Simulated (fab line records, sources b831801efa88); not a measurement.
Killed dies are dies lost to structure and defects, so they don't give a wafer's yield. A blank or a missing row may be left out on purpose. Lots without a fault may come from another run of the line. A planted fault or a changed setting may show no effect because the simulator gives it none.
fab line records | flow sky130
record lots=11 wafers=33 last_day=50
route steps=708 shown METAL1@450 VIA1@479 METAL2@487 PAD_OPEN@708
lots that met no fault: from a run of the same line without faults
start_h: hours from the record's first day to the start of the lot's first wafer shown | wait_h: hours since the lot's step before | " the same as in the row above | L1.1+2: a row that stands for several wafers | - no value, or no start given | * or withheld: withheld | < > ~ a bound
route shown NAME@n: a module of which the file shows steps, and the number in the route of the first | usual: mean/standard deviation of fault-free wafers | same: alike in all rows | chamber/n: place in a boat | sites: the reading at each site | _std_site: their standard deviation | _edge_site: outer sites' mean less inner sites' | radius_mm: how far each site lies from the wafer's centre | mask NAME#n: copy n | behind: the tool/chamber that last shaped the wafer | hold: why the lot was held/for how many hours/how that ended | device: the transistor (n, p or np) that didn't switch | end of line: the same wafers' tests at the end of the route | a step without rows: its recipe alone | killed: dies lost to structure and defects at the first sort, not the wafer's yield | map: a wafer's dies, x killed, . not, _ none there
set.NAME: the setting as run; set.NAME@STEP: as run at that earlier step | model.NAME: the simulator's own value behind a step, which no gauge read
steps of the route over a sample of lots; a table a step, a row a wafer
services: from which hour (start_h, from the record's first day; less than 0 if before it) a tool's chamber was out of use, for how many hours, and why
## steps
# step SKY_METAL1_OVL_MEAS_16
# usual METAL1_OVL=0/5.5
# columns lot.wafer tool chamber start_h wait_h METAL1_OVL[nm]
L138.2 overlay-01 - 775.35 0.1 1
L138.3 " - " " -6
L138.5 " - " " -3
L139.1 overlay-01 - 784.35 0.1 6
L139.3 " - " " 1
L139.5 " - " " 3
L143.3 overlay-02 - 820.01 0.1 1
L143.5 " - " " 0
L143.6 " - " " 0
L144.1 overlay-01 - 825.81 0.1 3
L144.2 " - " " -9
L144.4 " - " " -7
L146.3 overlay-02 - 840.77 0.1 8
L146.4 " - " " 5
L146.5 " - " " 9
L147.2 overlay-02 - 852.62 0.1 -5
L147.3 " - " " 6
L147.4 " - " " 4
L153.1 overlay-02 - 894.45 0.1 -2
L153.2 " - " " 2
L153.6 " - " " -5
L155.1 overlay-01 - 911.95 0.1 -13
L155.2 " - " " -12
L155.4 " - " " -8
L156.2 overlay-02 - 915.76 0.1 -8
L156.5 " - " " 2
L156.6 " - " " -7
L157.3 overlay-02 - 929.27 0.1 -2
L157.4 " - " " 0
L157.5 " - " " 4
L159.2 overlay-01 - 937.91 0.1 0
L159.5 " - " " -9
L159.6 " - " " 0
# step SKY_VIA1_CVD_21
# recipe material=W target_thk_nm=270 time_s=80.902 temp_c=400 pressure_torr=40
# usual chamber_pressure_Torr=40.00/0.077 heater_power_w=957/94
# columns lot.wafer tool chamber start_h wait_h chamber_pressure_Torr heater_power_w
L138.2 cvd_w-01 1 803.90 0.0 39.98 803
L138.3 " 0 " " 40.01 942
L138.5 " 1 " " 39.96 795
L139.1 cvd_w-02 1 812.93 0.0 40.02 966
L139.3 " 0 " " 40.02 1078
L139.5 " 1 " " 40.03 970
L143.3 cvd_w-01 1 848.62 0.1 40.15 783
L143.5 " 0 " " 40.06 915
L143.6 " 1 " " 39.97 817
L144.1 cvd_w-02 1 854.70 0.0 40.02 974
L144.2 " 0 " " 39.93 1083
L144.4 " 0 " " 39.86 1080
L146.3 cvd_w-02 1 869.36 0.1 39.96 1012
L146.4 " 0 " " 53.38 1078
L146.5 " 1 " " 40.11 968
L147.2 cvd_w-02 1 881.03 0.0 40.06 988
L147.3 " 1 " " 40.18 969
L147.4 " 0 " " 53.42 1086
L153.1 cvd_w-01 0 920.72 0.0 40.07 927
L153.2 " 1 " " 39.88 787
L153.6 " 1 " " 40.03 824
L155.1 cvd_w-01 0 939.23 0.0 40.07 918
L155.2 " 1 " " 39.90 813
L155.4 " 0 " " 40.05 950
L156.2 cvd_w-02 1 942.42 0.0 39.87 981
L156.5 " 0 " " 39.97 1018
L156.6 " 1 " " 40.00 1015
L157.3 cvd_w-02 1 955.44 0.1 39.97 992
L157.4 " 0 " " 40.11 1004
L157.5 " 1 " " 39.99 994
L159.2 cvd_w-02 1 964.68 0.0 39.87 1017
L159.5 " 1 " " 39.84 1022
L159.6 " 0 " " 40.05 1015
# step SKY_VIA1_RS_MEAS_22
# recipe thk_meas_gauge=four-point-probe reads=W_of_VIA1_CVD_21+TiN_of_VIA1_SPUTTER_20
# usual VIA1_W_RS=0.423/0.0068
# columns lot.wafer tool chamber start_h wait_h VIA1_W_RS[ohm/sq]
L138.2 film_metro-04 - 804.02 0.1 0.437
L138.3 " - " " 0.424
L138.5 " - " " 0.434
L139.1 film_metro-04 - 813.02 0.1 0.419
L139.3 " - " " 0.423
L139.5 " - " " 0.416
L143.3 film_metro-03 - 848.72 0.1 0.429
L143.5 " - " " 0.419
L143.6 " - " " 0.434
L144.1 film_metro-02 - 854.80 0.1 0.416
L144.2 " - " " 0.423
L144.4 " - " " 0.424
L146.3 film_metro-03 - 869.46 0.1 0.421
L146.4 " - " " 0.373
L146.5 " - " " 0.418
L147.2 film_metro-04 - 881.14 0.1 0.410
L147.3 " - " " 0.412
L147.4 " - " " 0.359
L153.1 film_metro-03 - 920.82 0.1 0.428
L153.2 " - " " 0.435
L153.6 " - " " 0.433
L155.1 film_metro-03 - 939.32 0.1 0.421
L155.2 " - " " 0.422
L155.4 " - " " 0.425
L156.2 film_metro-04 - 942.53 0.1 0.418
L156.5 " - " " 0.428
L156.6 " - " " 0.417
L157.3 film_metro-02 - 955.55 0.1 0.416
L157.4 " - " " 0.421
L157.5 " - " " 0.416
L159.2 film_metro-04 - 964.79 0.1 0.414
L159.5 " - " " 0.419
L159.6 " - " " 0.425
# step SKY_VIA1_THK_MEAS_23
# recipe thk_meas_gauge=xrf reads=W_of_VIA1_CVD_21
# usual VIA1_W_THK=273/4.8
# columns lot.wafer tool chamber start_h wait_h VIA1_W_THK[nm]
L138.2 film_metro-04 - 804.13 0.1 264
L138.3 " - " " 271
L138.5 " - " " 265
L139.1 film_metro-04 - 813.14 0.1 276
L139.3 " - " " 272
L139.5 " - " " 275
L143.3 film_metro-03 - 848.82 0.1 266
L143.5 " - " " 272
L143.6 " - " " 264
L144.1 film_metro-02 - 854.92 0.1 280
L144.2 " - " " 273
L144.4 " - " " 274
L146.3 film_metro-03 - 869.56 0.1 273
L146.4 " - " " 308
L146.5 " - " " 273
L147.2 film_metro-04 - 881.25 0.1 280
L147.3 " - " " 277
L147.4 " - " " 317
L153.1 film_metro-03 - 920.94 0.1 269
L153.2 " - " " 266
L153.6 " - " " 266
L155.1 film_metro-03 - 939.44 0.1 270
L155.2 " - " " 270
L155.4 " - " " 268
L156.2 film_metro-04 - 942.64 0.1 274
L156.5 " - " " 268
L156.6 " - " " 275
L157.3 film_metro-02 - 955.65 0.1 279
L157.4 " - " " 276
L157.5 " - " " 278
L159.2 film_metro-04 - 964.90 0.1 275
L159.5 " - " " 270
L159.6 " - " " 266
# step SKY_METAL2_SPUTTER_04
# recipe material=TiN target_thk_nm=70 power_w=6500 time_s=58.3 chamber_pressure_pa=0.4
# usual throttle_valve_pct=29.9/1
# columns lot.wafer tool chamber start_h wait_h throttle_valve_pct
L138.2 pvd_sputter-03 - 804.57 0.0 30.4
L138.3 " - " " 31.4
L138.5 " - " " 30.6
L139.1 pvd_sputter-03 - 813.61 0.0 29.4
L139.3 " - " " 30.9
L139.5 " - " " 31.3
L143.3 pvd_sputter-01 - 849.25 0.0 27.8
L143.5 " - " " 27.8
L143.6 " - " " 29.2
L144.1 pvd_sputter-01 - 855.37 0.0 30.9
L144.2 " - " " 27.7
L144.4 " - " " 29.3
L146.3 pvd_sputter-04 - 870.00 0.0 30.5
L146.4 " - " " 30.6
L146.5 " - " " 29.8
L147.2 pvd_sputter-01 - 881.69 0.0 30.9
L147.3 " - " " 29.5
L147.4 " - " " 29.0
L153.1 pvd_sputter-04 - 921.39 0.0 30.5
L153.2 " - " " 30.7
L153.6 " - " " 30.6
L155.1 pvd_sputter-04 - 940.09 0.0 30.0
L155.2 " - " " 30.3
L155.4 " - " " 29.2
L156.2 pvd_sputter-03 - 943.36 0.0 31.4
L156.5 " - " " 30.7
L156.6 " - " " 29.2
L157.3 pvd_sputter-04 - 956.08 0.0 30.5
L157.4 " - " " 29.9
L157.5 " - " " 30.7
L159.2 pvd_sputter-04 - 965.34 0.0 29.4
L159.5 " - " " 30.6
L159.6 " - " " 29.2
# step SKY_METAL2_RS_MEAS_05
# recipe thk_meas_gauge=four-point-probe reads=TiN_of_METAL2_SPUTTER_04+Ti_of_METAL2_SPUTTER_03+AlCu_of_METAL2_SPUTTER_02+TiN_of_METAL2_SPUTTER_01+Ti_of_METAL2_SPUTTER_00
# usual METAL2_ALCU_RS=0.1269/0.0016
# columns lot.wafer tool chamber start_h wait_h METAL2_ALCU_RS[ohm/sq]
L138.2 film_metro-03 - 804.64 0.0 0.1309
L138.3 " - " " 0.1305
L138.5 " - " " 0.1296
L139.1 film_metro-03 - 813.65 0.0 0.1280
L139.3 " - " " 0.1286
L139.5 " - " " 0.1292
L143.3 film_metro-01 - 849.34 0.1 0.1261
L143.5 " - " " 0.1264
L143.6 " - " " 0.1284
L144.1 film_metro-04 - 855.42 0.0 0.1296
L144.2 " - " " 0.1295
L144.4 " - " " 0.1289
L146.3 film_metro-04 - 870.08 0.1 0.1263
L146.4 " - " " 0.1265
L146.5 " - " " 0.1272
L147.2 film_metro-04 - 881.76 0.0 0.1254
L147.3 " - " " 0.1251
L147.4 " - " " 0.1238
L153.1 film_metro-01 - 921.44 0.0 0.1285
L153.2 " - " " 0.1288
L153.6 " - " " 0.1294
L155.1 film_metro-04 - 940.14 0.0 0.1254
L155.2 " - " " 0.1246
L155.4 " - " " 0.1249
L156.2 film_metro-04 - 943.43 0.0 0.1267
L156.5 " - " " 0.1272
L156.6 " - " " 0.1255
L157.3 film_metro-01 - 956.17 0.1 0.1267
L157.4 " - " " 0.1268
L157.5 " - " " 0.1271
L159.2 film_metro-01 - 965.41 0.0 0.1256
L159.5 " - " " 0.1251
L159.6 " - " " 0.1271
# step SKY_PAD_OPEN_PROBE_99
# usual defect_limited_yield=82.4/1.8 killed_at_M0_to_M3=44/7.2 killed_at_M4_up=3.5/1.8 killed_at_contacts=25/5.1 killed_at_front_end=14/4.4 killed_at_other=0.4/0.58 killed_dies=87/9.1 killed_open=48/6.9 killed_short=38/6.3 sort_bin_3_pad_short=0.9/0.43 sort_bin_5_function=10.5/1.5 sort_bin_6_memory=6.3/1.1 sort_n_pass=405/9.1 sort_yield_pct=82.4/1.8
# same gross_dies=492 killed_at_back_side=0 sort_bin_4_leakage[%]=0 sort_bin_8_speed[%]=0
# columns lot.wafer tool chamber start_h wait_h defect_limited_yield[%] killed_at_M0_to_M3 killed_at_M4_up killed_at_contacts killed_at_front_end killed_at_other killed_dies killed_open killed_short sort_bin_3_pad_short[%] sort_bin_5_function[%] sort_bin_6_memory[%] sort_n_pass sort_yield_pct[%]
L146.3 prober-02 - 1136.61 0.2 81.9 41 2 30 15 1 89 55 34 1.0 10.6 6.5 403 81.9
L146.4 prober-02 - 1136.66 0.2 84.8 40 2 25 8 0 75 41 34 0.4 7.9 6.9 417 84.8
L146.5 prober-02 - 1136.71 0.2 80.5 47 4 29 15 1 96 58 38 0.4 12.8 6.3 396 80.5
L147.2 prober-02 - 1143.20 0.1 82.1 52 3 25 8 0 88 48 40 0.4 11.8 5.7 404 82.1
L147.3 prober-02 - 1143.25 0.2 83.9 34 2 27 15 1 79 46 33 0.2 10.8 5.1 413 83.9
L147.4 prober-02 - 1143.30 0.2 80.9 48 2 36 8 0 94 50 44 1.6 11.0 6.5 398 80.9
L153.1 prober-02 - 1172.35 0.1 79.7 48 4 36 11 1 100 54 44 1.4 11.2 7.7 392 79.7
L153.2 prober-02 - 1172.40 0.1 80.3 48 0 27 22 0 97 56 41 1.8 12.0 5.9 395 80.3
L153.6 prober-02 - 1172.60 0.2 80.3 42 5 37 13 0 97 64 32 0.2 12.2 7.3 395 80.3
L156.2 prober-01 - 1187.70 0.1 83.9 30 2 30 17 0 79 38 41 0.4 10.6 5.1 413 83.9
L156.5 prober-01 - 1187.85 0.2 84.1 48 4 19 7 0 78 37 41 0.6 9.6 5.7 414 84.1
L156.6 prober-01 - 1187.90 0.2 83.7 45 6 22 6 1 80 47 33 0.2 10.4 5.7 412 83.7
# killed by level:class
L146.3 VIA1:geometric_particle:open=15 CONTACT:geometric_particle:open=10 VIA3:geometric_particle:open=9 CONTACT:geometric_particle:short=8 LI_CONTACT:geometric_particle:open=7 VIA3:geometric_particle:short=5 FIELD_ISO:geometric_particle:short=4 FIELD_ISO:geometric_particle:open=4
L146.4 VIA1:geometric_particle:open=14 CONTACT:geometric_particle:open=8 LOCAL_INTERCONNECT:geometric_particle:short=8 VIA3:geometric_particle:open=7 CONTACT:geometric_particle:short=5 METAL2:geometric_particle:short=5 VIA2:geometric_particle:open=4 FIELD_ISO:geometric_particle:open=3
L146.5 VIA1:geometric_particle:open=12 LI_CONTACT:geometric_particle:open=10 CONTACT:geometric_particle:open=9 VIA3:geometric_particle:open=8 METAL2:geometric_particle:short=7 VIA1:geometric_particle:short=6 FIELD_ISO:geometric_particle:open=5 CONTACT:geometric_particle:short=4
L147.2 VIA1:geometric_particle:open=17 CONTACT:geometric_particle:open=9 METAL1:geometric_particle:short=8 METAL2:geometric_particle:short=7 VIA2:geometric_particle:open=6 LI_CONTACT:geometric_particle:short=5 LOCAL_INTERCONNECT:geometric_particle:short=5 VIA3:geometric_particle:open=5
L147.3 LI_CONTACT:geometric_particle:open=11 VIA1:geometric_particle:open=7 CONTACT:geometric_particle:short=6 VIA2:geometric_particle:open=6 CONTACT:geometric_particle:open=5 VIA3:geometric_particle:open=5 FIELD_ISO:geometric_particle:short=3 SPACER:geometric_particle:open=3
L147.4 CONTACT:geometric_particle:open=14 VIA1:geometric_particle:open=12 METAL2:geometric_particle:short=7 CONTACT:geometric_particle:short=6 VIA2:geometric_particle:open=6 LI_CONTACT:geometric_particle:open=6 LOCAL_INTERCONNECT:geometric_particle:short=5 LI_CONTACT:geometric_particle:short=4
L153.1 VIA1:geometric_particle:open=18 CONTACT:geometric_particle:open=11 LI_CONTACT:geometric_particle:open=9 METAL2:geometric_particle:short=7 CONTACT:geometric_particle:short=7 LI_CONTACT:geometric_particle:short=6 VIA1:geometric_particle:short=5 VIA3:geometric_particle:open=5
L153.2 CONTACT:geometric_particle:open=13 POLY_GATE:geometric_particle:open=8 LI_CONTACT:geometric_particle:open=8 VIA1:geometric_particle:open=8 POLY_GATE:geometric_particle:short=6 METAL1:geometric_particle:short=6 VIA1:geometric_particle:short=6 VIA3:geometric_particle:open=4
L153.6 LI_CONTACT:geometric_particle:open=16 CONTACT:geometric_particle:open=11 VIA2:geometric_particle:open=10 VIA1:geometric_particle:open=8 POLY_GATE:geometric_particle:open=6 LOCAL_INTERCONNECT:geometric_particle:short=5 VIA3:geometric_particle:open=5 POLY_GATE:geometric_particle:short=4
L156.2 LI_CONTACT:geometric_particle:open=10 CONTACT:geometric_particle:open=10 CONTACT:geometric_particle:short=6 METAL2:geometric_particle:short=6 VIA2:geometric_particle:open=5 FIELD_ISO:geometric_particle:open=4 FIELD_ISO:geometric_particle:short=4 VIA1:geometric_particle:open=4
L156.5 METAL2:geometric_particle:short=15 CONTACT:geometric_particle:open=9 VIA3:geometric_particle:open=8 LI_CONTACT:geometric_particle:open=5 VIA1:geometric_particle:open=5 VIA2:geometric_particle:open=5 VIA3:geometric_particle:short=4 METAL1:geometric_particle:short=4
L156.6 VIA1:geometric_particle:open=11 LI_CONTACT:geometric_particle:open=10 VIA2:geometric_particle:open=9 METAL2:geometric_particle:short=9 CONTACT:geometric_particle:open=6 METAL4:geometric_particle:short=5 LI_CONTACT:geometric_particle:short=3 LOCAL_INTERCONNECT:geometric_particle:short=3
## services
# columns tool chamber start_h hours kind
pvd_sputter-04 3 782.19 - consumable_replace:kit
pvd_sputter-04 3 782.19 18.0 scheduled_down
pvd_sputter-04 3 782.19 18.0 vent_cycle
pvd_sputter-04 - 791.24 1.4 repair
cvd_w-01 - 793.86 6.9 pm
cvd_w-01 - 800.76 2.8 pm
cvd_w-01 - 805.00 6.0 pm
cvd_w-02 - 805.73 3.0 repair
cvd_w-02 0 838.39 6.9 repair
pvd_sputter-01 - 849.35 1.8 repair
pvd_sputter-03 - 884.25 2.4 repair
cvd_w-02 - 904.01 14.0 pm
cvd_w-02 0 904.01 14.0 vent_cycle
cvd_w-02 1 904.01 14.0 vent_cycle
pvd_sputter-04 2 910.25 - consumable_replace:kit
pvd_sputter-04 2 910.25 18.0 scheduled_down
pvd_sputter-04 2 910.25 18.0 vent_cycle
cvd_w-02 0 918.01 - clean
cvd_w-02 1 918.01 - clean
pvd_sputter-01 - 931.00 11.1 repair
cvd_w-01 0 952.88 14.3 repair
pvd_sputter-01 2 960.12 - consumable_replace:kit
pvd_sputter-01 2 960.12 18.0 scheduled_down
pvd_sputter-01 2 960.12 18.0 vent_cycle
## key
first_sign step=SKY_VIA1_CVD_21 reading=chamber_pressure_Torr direction=up sigmas=99+ usual=40.00 struck=53.40
effect step=SKY_VIA1_RS_MEAS_22 reading=VIA1_W_RS direction=down sigmas=8.4 usual=0.423 struck=0.366
effect step=SKY_VIA1_THK_MEAS_23 reading=VIA1_W_THK direction=up sigmas=8.3 usual=273 struck=312
met_at SKY_VIA1_CVD_21
struck_lots L146,L147
struck_wafers L146.4,L147.4
not_acting_at SKY_METAL1_OVL_MEAS_16,SKY_METAL2_SPUTTER_04,SKY_METAL2_RS_MEAS_05
onset_between 854.70 869.36
fault kind=process_parameter_drift tool=cvd_w-02 chamber=0 onset_h=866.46 steps=SKY_VIA1_CVD_21 channel=pressure_torr offset=13.27 shape=step end_h=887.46 acts_in=these_recipes_only stated=40
